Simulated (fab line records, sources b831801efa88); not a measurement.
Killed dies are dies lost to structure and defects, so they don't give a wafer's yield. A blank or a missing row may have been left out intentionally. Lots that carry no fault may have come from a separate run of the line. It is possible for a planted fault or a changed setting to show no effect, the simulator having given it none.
A sampling plan put to the test | flow sky130 | 70 faults told of in these records, all on one fab line, each judged by the records of the lots it struck
The plan is the line's own looks: the steps of the route at which a gauge or an inspection reads the wafer and doesn't change it. A look is open to judgement when struck wafers have a number at it and the file gives its usual mean and standard deviation on fault-free wafers. Caught: the struck wafers' mean, at a look after the fault's first step, is 4 or more of those standard deviations (sigma) away from the usual mean. On the tool: the identical test, applied to the tool's own readings at the steps of the fault. Also counted as caught: the struck wafers showing another recipe, or a record that is empty for them alone.

== THE FAULTS, as the simulator had put them in ==
1. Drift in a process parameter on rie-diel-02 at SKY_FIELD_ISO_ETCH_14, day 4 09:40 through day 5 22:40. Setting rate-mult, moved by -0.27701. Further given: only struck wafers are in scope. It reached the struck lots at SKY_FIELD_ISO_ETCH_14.
2. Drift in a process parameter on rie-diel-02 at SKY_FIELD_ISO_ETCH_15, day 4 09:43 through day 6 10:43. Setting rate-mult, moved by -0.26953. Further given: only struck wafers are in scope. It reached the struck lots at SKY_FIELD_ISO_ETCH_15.
3. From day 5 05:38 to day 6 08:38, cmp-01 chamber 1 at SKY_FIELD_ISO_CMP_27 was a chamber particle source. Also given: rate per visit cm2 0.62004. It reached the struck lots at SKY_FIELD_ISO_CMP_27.
4. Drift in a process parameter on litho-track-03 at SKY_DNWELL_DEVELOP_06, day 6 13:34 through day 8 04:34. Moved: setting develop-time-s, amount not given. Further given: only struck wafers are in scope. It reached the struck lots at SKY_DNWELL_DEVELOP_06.
5. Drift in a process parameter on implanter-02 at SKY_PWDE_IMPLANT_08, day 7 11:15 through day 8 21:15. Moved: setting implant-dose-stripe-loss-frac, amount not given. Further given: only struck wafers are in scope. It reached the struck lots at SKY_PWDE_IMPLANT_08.
6. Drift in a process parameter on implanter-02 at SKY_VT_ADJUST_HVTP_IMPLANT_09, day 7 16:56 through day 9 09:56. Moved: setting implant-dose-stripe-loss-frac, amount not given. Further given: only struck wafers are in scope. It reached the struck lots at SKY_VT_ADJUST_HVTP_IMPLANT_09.
7. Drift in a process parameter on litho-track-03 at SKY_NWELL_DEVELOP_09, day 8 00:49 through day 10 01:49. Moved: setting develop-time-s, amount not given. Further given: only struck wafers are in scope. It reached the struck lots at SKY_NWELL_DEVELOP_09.
8. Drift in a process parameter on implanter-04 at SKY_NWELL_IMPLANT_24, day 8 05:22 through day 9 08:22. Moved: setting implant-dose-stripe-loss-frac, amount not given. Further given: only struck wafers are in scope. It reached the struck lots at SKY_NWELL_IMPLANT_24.
9. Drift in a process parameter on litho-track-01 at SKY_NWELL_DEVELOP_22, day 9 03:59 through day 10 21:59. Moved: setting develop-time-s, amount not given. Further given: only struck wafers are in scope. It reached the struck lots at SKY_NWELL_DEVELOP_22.
10. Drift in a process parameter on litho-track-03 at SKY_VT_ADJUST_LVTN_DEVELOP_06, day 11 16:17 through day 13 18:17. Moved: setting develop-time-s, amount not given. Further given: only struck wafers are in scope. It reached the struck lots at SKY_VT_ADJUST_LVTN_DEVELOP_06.
11. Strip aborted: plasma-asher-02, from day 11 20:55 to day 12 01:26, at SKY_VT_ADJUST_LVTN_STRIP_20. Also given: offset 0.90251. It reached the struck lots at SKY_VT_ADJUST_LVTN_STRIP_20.
12. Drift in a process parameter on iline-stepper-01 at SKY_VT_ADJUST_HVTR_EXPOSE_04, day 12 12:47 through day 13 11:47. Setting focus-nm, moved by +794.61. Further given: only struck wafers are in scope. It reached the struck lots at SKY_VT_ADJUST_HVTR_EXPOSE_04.
13. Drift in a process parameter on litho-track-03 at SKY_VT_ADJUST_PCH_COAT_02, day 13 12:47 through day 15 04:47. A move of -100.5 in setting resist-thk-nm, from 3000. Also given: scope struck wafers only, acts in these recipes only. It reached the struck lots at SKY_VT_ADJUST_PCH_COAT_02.
14. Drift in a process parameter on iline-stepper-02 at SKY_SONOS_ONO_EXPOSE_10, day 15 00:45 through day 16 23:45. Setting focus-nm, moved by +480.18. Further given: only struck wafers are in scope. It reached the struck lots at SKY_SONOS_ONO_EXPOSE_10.
15. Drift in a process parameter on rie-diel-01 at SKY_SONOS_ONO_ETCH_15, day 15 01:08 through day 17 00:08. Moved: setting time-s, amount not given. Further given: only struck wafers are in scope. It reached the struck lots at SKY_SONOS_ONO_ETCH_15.
16. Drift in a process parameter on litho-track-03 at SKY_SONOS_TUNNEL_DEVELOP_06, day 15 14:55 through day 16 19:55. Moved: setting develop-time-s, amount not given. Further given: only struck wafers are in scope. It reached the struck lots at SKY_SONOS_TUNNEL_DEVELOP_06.
17. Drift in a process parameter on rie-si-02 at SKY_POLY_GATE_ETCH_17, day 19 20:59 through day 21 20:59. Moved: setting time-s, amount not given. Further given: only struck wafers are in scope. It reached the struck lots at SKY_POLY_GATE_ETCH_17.
18. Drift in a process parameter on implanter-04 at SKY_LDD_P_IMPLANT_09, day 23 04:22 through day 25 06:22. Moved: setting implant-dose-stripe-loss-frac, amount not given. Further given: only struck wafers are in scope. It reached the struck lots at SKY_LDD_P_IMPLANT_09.
19. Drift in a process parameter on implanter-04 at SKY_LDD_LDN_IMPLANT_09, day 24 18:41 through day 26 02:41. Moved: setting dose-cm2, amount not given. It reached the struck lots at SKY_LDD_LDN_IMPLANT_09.
20. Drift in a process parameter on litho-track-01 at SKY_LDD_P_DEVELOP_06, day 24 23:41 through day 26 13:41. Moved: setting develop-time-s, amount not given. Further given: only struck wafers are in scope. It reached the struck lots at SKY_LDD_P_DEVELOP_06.
21. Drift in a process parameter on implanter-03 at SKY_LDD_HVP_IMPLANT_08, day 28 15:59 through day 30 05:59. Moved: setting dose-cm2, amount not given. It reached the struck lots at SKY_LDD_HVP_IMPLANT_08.
22. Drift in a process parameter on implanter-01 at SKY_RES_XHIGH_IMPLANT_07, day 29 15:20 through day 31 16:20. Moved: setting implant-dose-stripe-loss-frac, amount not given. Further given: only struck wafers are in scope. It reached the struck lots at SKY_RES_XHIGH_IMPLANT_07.
23. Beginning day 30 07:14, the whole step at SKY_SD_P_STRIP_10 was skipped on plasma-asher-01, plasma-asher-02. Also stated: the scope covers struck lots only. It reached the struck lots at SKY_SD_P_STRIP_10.
24. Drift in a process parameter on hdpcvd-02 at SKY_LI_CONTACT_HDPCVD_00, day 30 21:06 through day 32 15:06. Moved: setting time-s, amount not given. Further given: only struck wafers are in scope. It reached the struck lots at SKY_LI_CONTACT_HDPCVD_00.
25. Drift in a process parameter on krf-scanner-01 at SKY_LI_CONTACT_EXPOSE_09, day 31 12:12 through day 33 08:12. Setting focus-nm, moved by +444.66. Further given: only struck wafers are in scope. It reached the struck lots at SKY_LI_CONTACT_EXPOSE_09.
26. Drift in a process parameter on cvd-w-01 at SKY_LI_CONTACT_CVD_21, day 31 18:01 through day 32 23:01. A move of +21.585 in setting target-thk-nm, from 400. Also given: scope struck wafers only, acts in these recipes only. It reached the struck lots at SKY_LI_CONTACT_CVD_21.
27. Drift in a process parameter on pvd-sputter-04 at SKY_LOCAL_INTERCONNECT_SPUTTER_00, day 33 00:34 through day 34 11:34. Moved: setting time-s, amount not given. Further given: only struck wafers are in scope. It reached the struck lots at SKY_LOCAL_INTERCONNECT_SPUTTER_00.
28. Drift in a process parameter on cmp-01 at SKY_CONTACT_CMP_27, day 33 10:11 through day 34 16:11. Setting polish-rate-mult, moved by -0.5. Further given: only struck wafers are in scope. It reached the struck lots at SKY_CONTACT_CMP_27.
29. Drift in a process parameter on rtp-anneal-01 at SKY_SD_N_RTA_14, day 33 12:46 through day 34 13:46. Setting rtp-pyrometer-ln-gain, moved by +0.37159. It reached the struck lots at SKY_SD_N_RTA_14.
30. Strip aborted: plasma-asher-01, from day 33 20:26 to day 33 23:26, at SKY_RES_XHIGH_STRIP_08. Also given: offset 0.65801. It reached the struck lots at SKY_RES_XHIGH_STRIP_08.
31. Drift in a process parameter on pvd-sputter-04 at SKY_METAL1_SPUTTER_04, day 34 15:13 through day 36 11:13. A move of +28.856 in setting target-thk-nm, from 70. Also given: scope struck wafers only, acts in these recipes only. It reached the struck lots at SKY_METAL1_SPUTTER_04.
32. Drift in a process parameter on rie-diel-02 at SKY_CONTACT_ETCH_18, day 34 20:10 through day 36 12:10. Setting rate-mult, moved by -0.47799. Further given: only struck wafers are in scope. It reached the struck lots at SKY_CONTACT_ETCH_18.
33. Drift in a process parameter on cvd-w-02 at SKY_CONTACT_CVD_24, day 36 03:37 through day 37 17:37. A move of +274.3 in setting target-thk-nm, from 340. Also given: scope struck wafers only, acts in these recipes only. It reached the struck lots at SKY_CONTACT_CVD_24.
34. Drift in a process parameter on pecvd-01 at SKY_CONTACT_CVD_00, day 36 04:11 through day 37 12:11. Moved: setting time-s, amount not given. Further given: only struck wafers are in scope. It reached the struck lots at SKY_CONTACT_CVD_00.
35. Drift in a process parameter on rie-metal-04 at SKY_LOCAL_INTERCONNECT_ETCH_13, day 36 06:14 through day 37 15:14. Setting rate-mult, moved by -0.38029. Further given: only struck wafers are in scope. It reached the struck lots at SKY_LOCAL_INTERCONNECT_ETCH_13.
36. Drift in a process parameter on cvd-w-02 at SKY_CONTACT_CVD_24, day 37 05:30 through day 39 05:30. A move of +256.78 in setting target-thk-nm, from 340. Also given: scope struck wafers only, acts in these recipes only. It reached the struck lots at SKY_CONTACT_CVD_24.
37. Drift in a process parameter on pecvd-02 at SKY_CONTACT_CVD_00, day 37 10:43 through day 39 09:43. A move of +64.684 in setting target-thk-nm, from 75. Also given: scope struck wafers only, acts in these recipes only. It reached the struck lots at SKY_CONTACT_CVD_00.
38. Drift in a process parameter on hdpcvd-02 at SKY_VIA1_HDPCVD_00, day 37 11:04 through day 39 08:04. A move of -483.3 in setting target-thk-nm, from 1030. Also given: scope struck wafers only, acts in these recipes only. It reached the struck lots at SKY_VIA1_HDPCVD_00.
39. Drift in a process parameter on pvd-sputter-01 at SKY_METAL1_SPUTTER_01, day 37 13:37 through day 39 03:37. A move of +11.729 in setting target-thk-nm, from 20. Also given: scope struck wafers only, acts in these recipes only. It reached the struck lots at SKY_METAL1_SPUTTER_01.
40. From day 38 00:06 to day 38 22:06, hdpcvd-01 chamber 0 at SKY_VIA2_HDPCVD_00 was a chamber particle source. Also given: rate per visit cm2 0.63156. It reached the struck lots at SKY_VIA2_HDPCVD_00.
41. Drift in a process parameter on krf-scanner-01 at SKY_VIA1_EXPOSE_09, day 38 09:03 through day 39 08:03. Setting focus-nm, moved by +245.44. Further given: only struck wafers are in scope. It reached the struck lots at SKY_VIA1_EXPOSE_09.
42. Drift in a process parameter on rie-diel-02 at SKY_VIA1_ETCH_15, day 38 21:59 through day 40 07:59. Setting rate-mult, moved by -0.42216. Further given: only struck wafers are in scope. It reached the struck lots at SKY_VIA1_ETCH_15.
43. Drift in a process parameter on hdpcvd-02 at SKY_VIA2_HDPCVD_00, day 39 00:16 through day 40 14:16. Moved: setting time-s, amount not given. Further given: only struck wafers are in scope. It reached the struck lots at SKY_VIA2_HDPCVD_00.
44. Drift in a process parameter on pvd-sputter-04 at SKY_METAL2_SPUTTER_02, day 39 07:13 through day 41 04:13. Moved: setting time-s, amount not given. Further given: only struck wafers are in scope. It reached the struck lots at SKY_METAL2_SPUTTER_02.
45. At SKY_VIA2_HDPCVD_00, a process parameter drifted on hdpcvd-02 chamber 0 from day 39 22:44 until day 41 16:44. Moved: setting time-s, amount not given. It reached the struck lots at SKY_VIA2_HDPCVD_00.
46. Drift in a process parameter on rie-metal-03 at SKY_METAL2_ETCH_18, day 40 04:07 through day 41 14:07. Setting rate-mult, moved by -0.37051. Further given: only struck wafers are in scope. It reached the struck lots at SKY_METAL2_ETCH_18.
47. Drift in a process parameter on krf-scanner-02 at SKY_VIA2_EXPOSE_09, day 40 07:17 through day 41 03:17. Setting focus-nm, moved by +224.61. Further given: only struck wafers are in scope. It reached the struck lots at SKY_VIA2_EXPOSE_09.
48. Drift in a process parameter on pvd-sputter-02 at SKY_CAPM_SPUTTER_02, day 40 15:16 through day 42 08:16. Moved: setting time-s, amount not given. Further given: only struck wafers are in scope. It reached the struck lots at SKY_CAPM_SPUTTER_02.
49. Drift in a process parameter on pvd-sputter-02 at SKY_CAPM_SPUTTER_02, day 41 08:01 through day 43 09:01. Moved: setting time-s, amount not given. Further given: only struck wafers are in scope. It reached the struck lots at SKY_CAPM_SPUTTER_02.
50. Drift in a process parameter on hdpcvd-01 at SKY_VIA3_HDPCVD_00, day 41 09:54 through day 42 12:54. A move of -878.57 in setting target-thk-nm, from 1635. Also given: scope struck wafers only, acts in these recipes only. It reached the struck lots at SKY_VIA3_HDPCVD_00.
51. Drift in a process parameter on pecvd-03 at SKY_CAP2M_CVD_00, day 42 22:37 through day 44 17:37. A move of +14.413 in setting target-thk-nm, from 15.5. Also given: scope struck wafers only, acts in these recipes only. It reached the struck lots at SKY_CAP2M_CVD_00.
52. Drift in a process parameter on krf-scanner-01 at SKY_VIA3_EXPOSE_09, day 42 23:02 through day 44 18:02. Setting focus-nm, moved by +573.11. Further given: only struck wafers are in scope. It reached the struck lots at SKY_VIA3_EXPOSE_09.
53. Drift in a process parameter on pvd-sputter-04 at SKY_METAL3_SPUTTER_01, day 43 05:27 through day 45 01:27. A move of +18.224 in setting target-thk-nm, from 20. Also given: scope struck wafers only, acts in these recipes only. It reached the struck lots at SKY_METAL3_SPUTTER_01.
54. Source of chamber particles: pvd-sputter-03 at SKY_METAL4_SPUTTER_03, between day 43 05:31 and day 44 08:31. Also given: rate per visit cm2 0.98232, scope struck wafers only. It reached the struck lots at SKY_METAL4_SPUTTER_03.
55. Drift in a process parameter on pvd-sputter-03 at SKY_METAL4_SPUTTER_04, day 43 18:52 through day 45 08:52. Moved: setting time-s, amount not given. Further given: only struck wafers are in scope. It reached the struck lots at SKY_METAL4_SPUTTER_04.
56. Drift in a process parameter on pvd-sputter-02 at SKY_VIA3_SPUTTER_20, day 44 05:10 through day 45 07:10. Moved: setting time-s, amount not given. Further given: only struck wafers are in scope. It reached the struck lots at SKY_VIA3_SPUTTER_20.
57. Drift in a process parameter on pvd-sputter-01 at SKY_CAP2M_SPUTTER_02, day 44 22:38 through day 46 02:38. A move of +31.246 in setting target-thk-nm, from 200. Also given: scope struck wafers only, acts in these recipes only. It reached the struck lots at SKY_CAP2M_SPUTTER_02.
58. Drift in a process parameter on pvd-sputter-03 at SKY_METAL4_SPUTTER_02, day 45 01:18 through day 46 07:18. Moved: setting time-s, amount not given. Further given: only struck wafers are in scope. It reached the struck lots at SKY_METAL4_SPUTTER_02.
59. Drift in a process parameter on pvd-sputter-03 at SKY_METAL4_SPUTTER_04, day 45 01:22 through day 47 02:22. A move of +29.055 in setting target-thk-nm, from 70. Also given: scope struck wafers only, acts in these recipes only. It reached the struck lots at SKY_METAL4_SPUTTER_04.
60. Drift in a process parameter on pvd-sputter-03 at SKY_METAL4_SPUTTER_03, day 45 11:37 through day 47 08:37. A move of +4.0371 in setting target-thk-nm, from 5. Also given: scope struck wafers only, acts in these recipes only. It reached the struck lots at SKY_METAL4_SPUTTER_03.
61. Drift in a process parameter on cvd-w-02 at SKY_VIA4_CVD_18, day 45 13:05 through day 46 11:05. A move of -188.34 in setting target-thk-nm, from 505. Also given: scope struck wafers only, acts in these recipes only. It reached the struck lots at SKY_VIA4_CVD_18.
62. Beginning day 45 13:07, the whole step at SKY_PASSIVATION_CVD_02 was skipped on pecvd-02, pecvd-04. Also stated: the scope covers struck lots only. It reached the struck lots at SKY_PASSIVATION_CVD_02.
63. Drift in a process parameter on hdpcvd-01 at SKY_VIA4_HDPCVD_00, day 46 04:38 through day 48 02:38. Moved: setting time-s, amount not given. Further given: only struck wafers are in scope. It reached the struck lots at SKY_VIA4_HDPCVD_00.
64. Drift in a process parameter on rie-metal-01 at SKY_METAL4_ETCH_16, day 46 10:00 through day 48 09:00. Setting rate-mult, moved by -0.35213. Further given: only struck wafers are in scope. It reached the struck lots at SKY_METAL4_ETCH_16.
65. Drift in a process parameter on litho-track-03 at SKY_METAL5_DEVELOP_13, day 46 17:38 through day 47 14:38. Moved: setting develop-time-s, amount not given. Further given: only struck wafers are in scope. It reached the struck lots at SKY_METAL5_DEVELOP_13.
66. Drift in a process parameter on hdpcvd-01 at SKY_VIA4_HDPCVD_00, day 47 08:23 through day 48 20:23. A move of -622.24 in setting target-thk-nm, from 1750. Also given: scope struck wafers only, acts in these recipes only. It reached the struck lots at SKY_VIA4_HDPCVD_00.
67. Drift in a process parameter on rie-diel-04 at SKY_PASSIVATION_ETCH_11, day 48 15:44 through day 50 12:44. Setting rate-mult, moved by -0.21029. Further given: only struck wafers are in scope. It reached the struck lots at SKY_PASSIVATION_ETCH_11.
68. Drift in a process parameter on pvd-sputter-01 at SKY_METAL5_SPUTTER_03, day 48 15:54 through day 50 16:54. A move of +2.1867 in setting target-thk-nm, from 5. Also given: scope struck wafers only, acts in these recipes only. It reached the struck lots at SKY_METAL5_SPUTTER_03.
69. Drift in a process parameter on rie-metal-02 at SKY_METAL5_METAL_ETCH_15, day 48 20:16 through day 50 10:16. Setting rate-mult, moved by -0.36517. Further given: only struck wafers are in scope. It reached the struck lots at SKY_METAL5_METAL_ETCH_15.
70. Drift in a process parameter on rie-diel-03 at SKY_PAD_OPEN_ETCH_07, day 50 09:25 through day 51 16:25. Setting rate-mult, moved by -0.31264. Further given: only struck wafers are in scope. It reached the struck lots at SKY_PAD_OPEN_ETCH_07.

== WHAT THE PLAN SAW ==
fault | on the tool itself                               | first look that catches it                      | reading, sigma                                                     | median hours from its first step to that look | hours from the fault's start to the first struck lot there | judged looks passed uncaught
1     | oes-product-au -5.4 sigma                        | not the one look that can be judged after it    | -                                                                  | -                                             | -                                                          | 1
2     | oes-product-au -12 sigma                         | no look after it can be judged                  | -                                                                  | -                                             | -                                                          | 0
3     | under 2 sigma                                    | none of the 2 looks that can be judged after it | -                                                                  | -                                             | -                                                          | 2
4     | no reading that can be judged                    | SKY_DNWELL_TW_MEAS_09                           | DNWELL_TW -60                                                      | 1.0                                           | 8                                                          | 0
5     | under 2 sigma                                    | SKY_NWELL_RS_MEAS_31                            | PWDE_RS +18                                                        | 43.5                                          | 47                                                         | 0
6     | under 2 sigma                                    | SKY_VT_ADJUST_HVTP_TW_MEAS_11                   | VT_ADJUST_HVTP_TW -6.6                                             | 0.2                                           | 22                                                         | 0
7     | no reading that can be judged                    | SKY_NWELL_TW_MEAS_15                            | NWELL_TW -81                                                       | 1.5                                           | 4                                                          | 0
8     | no reading that can be judged                    | none of the 8 looks that can be judged after it | -                                                                  | -                                             | -                                                          | 8
9     | no reading that can be judged                    | no look after it can be judged                  | -                                                                  | -                                             | -                                                          | 0
10    | no reading that can be judged                    | no look after it can be judged                  | -                                                                  | -                                             | -                                                          | 0
11    | oes-product-au +47 sigma                         | SKY_VT_ADJUST_NCORE_TW_MEAS_11                  | VT_ADJUST_NCORE_TW -99 or beyond                                   | 25.0                                          | 29                                                         | 0
12    | no reading that can be judged                    | SKY_VT_ADJUST_HVTR_CD_MEAS_07                   | cd-nm -5.7                                                         | 12.4                                          | 23                                                         | 0
13    | under 2 sigma                                    | not the one look that can be judged after it    | strongest: SONOS_ONO_CVD_02_THK at SKY_SONOS_ONO_THK_MEAS_03, +2.0 | -                                             | -                                                          | 1
14    | under 2 sigma                                    | SKY_SONOS_ONO_CD_MEAS_13                        | cd-nm -12                                                          | 13.7                                          | 14                                                         | 0
15    | under 2 sigma                                    | no look after it can be judged                  | -                                                                  | -                                             | -                                                          | 0
16    | no reading that can be judged                    | SKY_SONOS_TUNNEL_CD_MEAS_07                     | cd-nm +10                                                          | 0.2                                           | 21                                                         | 0
17    | run-length-s +43 sigma                           | no look after it can be judged                  | -                                                                  | -                                             | -                                                          | 0
18    | under 2 sigma                                    | none of the 5 looks that can be judged after it | -                                                                  | -                                             | -                                                          | 5
19    | dose-ions-cm2 -99 or beyond sigma                | SKY_LDD_LDN_TW_MEAS_13                          | LDD_LDN_TW -8.6                                                    | 0.6                                           | 8                                                          | 0
20    | no reading that can be judged                    | SKY_LDD_P_CD_MEAS_07                            | cd-nm +8.1                                                         | 0.1                                           | 16                                                         | 0
21    | dose-ions-cm2 +99 or beyond sigma                | SKY_LDD_HVP_TW_MEAS_10                          | LDD_HVP_TW +99 or beyond                                           | 0.2                                           | 13                                                         | 0
22    | under 2 sigma                                    | none of the 9 looks that can be judged after it | strongest: RES_XHIGH_RS at SKY_SD_N_RS_MEAS_18, +2.2               | -                                             | -                                                          | 9
23    | the tool's record is blank for the struck wafers | SKY_RES_XHIGH_TW_MEAS_09                        | RES_XHIGH_TW -99 or beyond                                         | 28.2                                          | 33                                                         | 0
24    | run-length-s +99 or beyond sigma                 | SKY_LI_CONTACT_THK_MEAS_01                      | LI_CONTACT_HDPCVD_THK +68                                          | 0.1                                           | 7                                                          | 0
25    | no reading that can be judged                    | SKY_LI_CONTACT_CD_MEAS_12                       | cd-nm -60                                                          | 13.7                                          | 54                                                         | 0
26    | under 2 sigma                                    | SKY_LI_CONTACT_RS_MEAS_22                       | LI_CONTACT_W_RS -5.5                                               | 0.1                                           | 2                                                          | 0
27    | under 2 sigma                                    | SKY_LOCAL_INTERCONNECT_RS_MEAS_01               | LOCAL_INTERCONNECT_TIN_RS +11                                      | 0.1                                           | 13                                                         | 0
28    | overpolish-run-s -99 or beyond sigma             | no look after it can be judged                  | -                                                                  | -                                             | -                                                          | 0
29    | lamp-power-pct -28 sigma                         | SKY_SD_N_RS_MEAS_16                             | SD_N_RS +61                                                        | 0.2                                           | 6                                                          | 0
30    | oes-product-au +42 sigma                         | SKY_SD_N_TW_MEAS_12                             | SD_N_TW -99 or beyond                                              | 27.1                                          | 30                                                         | 0
31    | under 2 sigma                                    | SKY_METAL1_THK_MEAS_06                          | METAL1_ALCU_THK -4.3                                               | 0.2                                           | 44                                                         | 1
32    | oes-product-au -20 sigma                         | no look after it can be judged                  | -                                                                  | -                                             | -                                                          | 0
33    | under 2 sigma                                    | SKY_CONTACT_RS_MEAS_25                          | CONTACT_W_RS -41                                                   | 0.1                                           | 7                                                          | 0
34    | under 2 sigma                                    | SKY_CONTACT_THK_MEAS_01                         | CONTACT_CVD_00_THK -16                                             | 0.0                                           | 7                                                          | 0
35    | oes-product-au -19 sigma                         | no look after it can be judged                  | -                                                                  | -                                             | -                                                          | 0
36    | under 2 sigma                                    | SKY_CONTACT_RS_MEAS_25                          | CONTACT_W_RS -40                                                   | 0.1                                           | 10                                                         | 0
37    | under 2 sigma                                    | SKY_CONTACT_THK_MEAS_01                         | CONTACT_CVD_00_THK +62                                             | 0.0                                           | 1                                                          | 0
38    | no reading that can be judged                    | SKY_VIA1_THK_MEAS_01                            | VIA1_HDPCVD_THK -48                                                | 0.1                                           | 19                                                         | 0
39    | under 2 sigma                                    | not the one look that can be judged after it    | -                                                                  | -                                             | -                                                          | 1
40    | under 2 sigma                                    | none of the 6 looks that can be judged after it | -                                                                  | -                                             | -                                                          | 6
41    | under 2 sigma                                    | SKY_VIA1_CD_MEAS_12                             | cd-nm -18                                                          | 12.0                                          | 18                                                         | 0
42    | oes-product-au -43 sigma                         | no look after it can be judged                  | -                                                                  | -                                             | -                                                          | 0
43    | run-length-s -37 sigma                           | SKY_VIA2_THK_MEAS_01                            | VIA2_HDPCVD_THK -11                                                | 0.1                                           | 15                                                         | 0
44    | under 2 sigma                                    | SKY_METAL2_RS_MEAS_05                           | METAL2_ALCU_RS +20                                                 | 0.1                                           | 15                                                         | 0
45    | run-length-s +64 sigma                           | SKY_VIA2_THK_MEAS_01                            | VIA2_HDPCVD_THK +22                                                | 0.1                                           | 14                                                         | 0
46    | oes-product-au -18 sigma                         | no look after it can be judged                  | -                                                                  | -                                             | -                                                          | 0
47    | under 2 sigma                                    | SKY_VIA2_CD_MEAS_12                             | cd-nm -11                                                          | 11.9                                          | 24                                                         | 0
48    | under 2 sigma                                    | SKY_CAPM_RS_MEAS_03                             | CAPM_TIN_RS -4.0                                                   | 0.2                                           | 4                                                          | 0
49    | under 2 sigma                                    | SKY_CAPM_RS_MEAS_03                             | CAPM_TIN_RS -18                                                    | 0.1                                           | 20                                                         | 0
50    | no reading that can be judged                    | SKY_VIA3_THK_MEAS_01                            | VIA3_HDPCVD_THK -58                                                | 0.2                                           | 7                                                          | 0
51    | under 2 sigma                                    | SKY_CAP2M_THK_MEAS_01                           | CAP2M_CVD_00_THK +62                                               | 0.0                                           | 4                                                          | 0
52    | no reading that can be judged                    | SKY_VIA3_CD_MEAS_12                             | cd-nm -70                                                          | 12.0                                          | 48                                                         | 0
53    | under 2 sigma                                    | no look after it can be judged                  | -                                                                  | -                                             | -                                                          | 0
54    | under 2 sigma                                    | no look after it can be judged                  | -                                                                  | -                                             | -                                                          | 0
55    | under 2 sigma                                    | no look after it can be judged                  | -                                                                  | -                                             | -                                                          | 0
56    | under 2 sigma                                    | no look after it can be judged                  | -                                                                  | -                                             | -                                                          | 0
57    | under 2 sigma                                    | SKY_CAP2M_RS_MEAS_03                            | CAP2M_TIN_RS -11                                                   | 0.1                                           | 27                                                         | 0
58    | under 2 sigma                                    | no look after it can be judged                  | -                                                                  | -                                             | -                                                          | 0
59    | under 2 sigma                                    | no look after it can be judged                  | -                                                                  | -                                             | -                                                          | 0
60    | under 2 sigma                                    | no look after it can be judged                  | -                                                                  | -                                             | -                                                          | 0
61    | under 2 sigma                                    | SKY_VIA4_RS_MEAS_19                             | VIA4_W_RS +73                                                      | 0.1                                           | 6                                                          | 0
62    | the tool's record is blank for the struck wafers | no look after it can be judged                  | -                                                                  | -                                             | -                                                          | 0
63    | run-length-s -22 sigma                           | SKY_VIA4_THK_MEAS_01                            | VIA4_HDPCVD_THK -5.1                                               | 0.2                                           | 12                                                         | 0
64    | under 2 sigma                                    | no look after it can be judged                  | -                                                                  | -                                             | -                                                          | 0
65    | no reading that can be judged                    | no look after it can be judged                  | -                                                                  | -                                             | -                                                          | 0
66    | no reading that can be judged                    | SKY_VIA4_THK_MEAS_01                            | VIA4_HDPCVD_THK -37                                                | 0.2                                           | 23                                                         | 0
67    | oes-product-au -17 sigma                         | no look after it can be judged                  | -                                                                  | -                                             | -                                                          | 0
68    | under 2 sigma                                    | no look after it can be judged                  | -                                                                  | -                                             | -                                                          | 0
69    | oes-product-au -21 sigma                         | no look after it can be judged                  | -                                                                  | -                                             | -                                                          | 0
70    | oes-product-au -27 sigma                         | no look after it can be judged                  | -                                                                  | -                                             | -                                                          | 0
A dash: this means the fault isn't caught or the number doesn't appear in these records.

Caught at a look: 38 of 70. Caught on the tool: 22 of 70. By one or the other: 50 of 70.
On the tool alone, faults 1, 2, 17, 28, 32, 35, 42, 46, 62, 67, 69, 70 were caught.
Caught at a look alone: faults 4, 5, 6, 7, 12, 14, 16, 20, 25, 26, 27, 31, 33, 34, 36, 37, 38, 41, 44, 47, 48, 49, 50, 51, 52, 57, 61, 66.
Caught by neither: faults 3, 8, 9, 10, 13, 15, 18, 22, 39, 40, 53, 54, 55, 56, 58, 59, 60, 64, 65, 68.

== THINNER SAMPLING ==
Were the look that catches a fault to measure just every second or every third lot (counted by lot number), the first struck lot would, at worst, be measured this late:
fault | struck lots at that look, in order of time | every lot | every second lot | every third lot
4     | L719, L720                                 | 8 h       | 13 h             | may miss all 2
5     | L258, L259                                 | 47 h      | 50 h             | may miss all 2
6     | L495, L496                                 | 22 h      | 33 h             | may miss all 2
7     | L163, L169, L170                           | 4 h       | 47 h             | may miss all 3
11    | L969                                       | 29 h      | may miss it      | may miss it
12    | L810, L811                                 | 23 h      | 29 h             | may miss all 2
14    | L962, L963, L964                           | 14 h      | 24 h             | 40 h
16    | L858, L859                                 | 21 h      | 29 h             | may miss all 2
19    | L720, L722                                 | 8 h       | may miss all 2   | may miss all 2
20    | L804, L806                                 | 16 h      | may miss all 2   | may miss all 2
21    | L100, L102                                 | 13 h      | may miss all 2   | may miss all 2
23    | L845, L846                                 | 33 h      | 43 h             | may miss all 2
24    | L527, L530                                 | 7 h       | 34 h             | may miss all 2
25    | L279                                       | 54 h      | may miss it      | may miss it
26    | L621, L624                                 | 2 h       | 26 h             | may miss all 2
27    | L717                                       | 13 h      | may miss it      | may miss it
29    | L869, L871                                 | 6 h       | may miss all 2   | may miss all 2
30    | L654                                       | 30 h      | may miss it      | may miss it
31    | L263                                       | 44 h      | may miss it      | may miss it
33    | L531, L532, L535                           | 7 h       | 17 h             | may miss all 3
34    | L829                                       | 7 h       | may miss it      | may miss it
36    | L297, L299, L301                           | 10 h      | may miss all 3   | 34 h
37    | L239, L240                                 | 1 h       | 9 h              | may miss all 2
38    | L946                                       | 19 h      | may miss it      | may miss it
41    | L618, L620                                 | 18 h      | may miss all 2   | may miss all 2
43    | L625, L627, L628                           | 15 h      | 37 h             | may miss all 3
44    | L274, L277                                 | 15 h      | 37 h             | may miss all 2
45    | L563                                       | 14 h      | may miss it      | may miss it
47    | L987, L988                                 | 24 h      | 30 h             | may miss all 2
48    | L634                                       | 4 h       | may miss it      | may miss it
49    | L546, L547                                 | 20 h      | 22 h             | may miss all 2
50    | L718                                       | 7 h       | may miss it      | may miss it
51    | L730, L732, L734                           | 4 h       | may miss all 3   | 39 h
52    | L646                                       | 48 h      | may miss it      | may miss it
57    | L402                                       | 27 h      | may miss it      | may miss it
61    | L257, L258                                 | 6 h       | 15 h             | may miss all 2
63    | L368, L369, L371                           | 12 h      | 19 h             | may miss all 3
66    | L576                                       | 23 h      | may miss it      | may miss it
Hours: fault start to first struck lot measured. Since the struck wafers were tested as one group against 4 sigma, a single lot by itself may lie under the limit. Other struck lots may not be in these records.

== THE LONGEST TIMED WAY FROM STEP TO LOOK ==
Fault 5: the median time between SKY_PWDE_IMPLANT_08 and SKY_NWELL_RS_MEAS_31 is 43.5 hours. No look between them can be judged.
